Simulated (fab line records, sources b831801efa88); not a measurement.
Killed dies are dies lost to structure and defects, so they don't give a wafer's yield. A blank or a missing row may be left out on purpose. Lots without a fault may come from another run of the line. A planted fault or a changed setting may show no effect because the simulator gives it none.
A struck lot beside a sound one | flow sky130 | 14 steps out of a route of 708
Sound: wafers L465.1, L465.5, L465.6. Struck: wafer L474.3. (L474.4, L474.6 of the same lot were not struck and are left out.) The cause comes at the end.
At each step with rows: each side's tool, then ch and its chambers, then its first start. Under that, the readings that differ: sound wafers | struck wafers | difference of the means | sigmas: that difference in standard deviations of wafers without a fault.
alike: readings whose means differ by less than 2 such deviations, and words and numbers that are the same on both sides. not compared: withheld readings, readings that some wafer has no value for, bounds like >300 that may hide the same value, and numbers for which the record gives no deviation and whose values overlap.
The two part at a step that has a row with sigmas, a row that says differs or no value, or rows on one side only. Numbers that don't overlap but have no deviation are shown without sigmas and don't part them. A reading that every wafer of one side lacks parts them only if that side has two wafers or more.

SKY_VIA2_ETCH_14: etches BARC in N2/H2, stops on SiO2, time 45.9 s, target depth 60 nm.
  sound on rie_diel-02 ch 0,2,3, day 38 14:10; struck on rie_diel-02 ch 0, day 41 08:41
  alike: drypump_motor_current_A, oes_product_au, throttle_valve_pct
  not compared: rf_hours_counter_h
SKY_VIA2_ETCH_15: etches SiO2 in C4F8/O2/Ar, stops on TiN, target depth 546 nm, time 84 s.
  sound on rie_diel-02 ch 0,2,3, day 38 14:12; struck on rie_diel-02 ch 0, day 41 08:43
  alike: oes_product_au
  not compared: rf_hours_counter_h
SKY_VIA2_STRIP_16: strips in O2/N2.
  sound on plasma_asher-01 ch 0,1, day 38 14:16; struck on plasma_asher-03 ch 1, day 41 08:49
  alike: drypump_motor_current_A, oes_product_au, strip_time_to_endpoint_s
  not compared: rf_hours_counter_h
then, 5 steps without rows for these wafers: SKY_VIA2_STRIP_17 (strips in post etch residue remover, time 1200 s); SKY_VIA2_CLEAN_18 (cleans in IPA, time 180 s); SKY_VIA2_CLEAN_19 (cleans in O3/DIW); SKY_VIA2_SPUTTER_20 (material TiN, target thk 20 nm, time 80 s); SKY_VIA2_CVD_21 (deposits W, target thk 420 nm, time 126.4 s).
SKY_VIA2_RS_MEAS_22: measures by four-point-probe.
  sound on film_metro-03, day 38 15:03; struck on film_metro-01, day 41 09:39
  alike: VIA2_W_RS
SKY_VIA2_THK_MEAS_23: measures by xrf.
  sound on film_metro-03, day 38 15:10; struck on film_metro-01, day 41 09:45
  alike: VIA2_W_THK
SKY_VIA2_CMP_24: polishes, stops on SiO2, t overpolish 20 s, target thk 0 nm.
  sound on cmp-01 ch 1,2, day 38 15:14; struck on cmp-02 ch 2, day 41 09:47
  alike: motor_current_A, overpolish_run_s, slurry_flow_ml_min, time_to_endpoint_s
then, 1 step without rows for these wafers: SKY_METAL3_SPUTTER_00 (material Ti, target thk 15 nm, time 10 s).
SKY_METAL3_SPUTTER_01: material TiN, target thk 20 nm, time 16.7 s.
  sound on pvd_sputter-04, day 38 15:34; struck on pvd_sputter-02, day 41 10:07
  reading                                    | sound             | struck | difference | sigmas
  model.TiN_of_METAL3_SPUTTER_01.thk_nm (nm) | 19.63 19.41 19.63 | 11.42  | -8.14      |
  alike: throttle_valve_pct
SKY_METAL3_SPUTTER_02: material AlCu, target thk 735 nm, time 39.1 s.
  sound on pvd_sputter-04, day 38 15:38; struck on pvd_sputter-02, day 41 10:08
  alike: throttle_valve_pct

WHERE THEY PART
Nowhere in this record.

WHY: what the simulator had put in
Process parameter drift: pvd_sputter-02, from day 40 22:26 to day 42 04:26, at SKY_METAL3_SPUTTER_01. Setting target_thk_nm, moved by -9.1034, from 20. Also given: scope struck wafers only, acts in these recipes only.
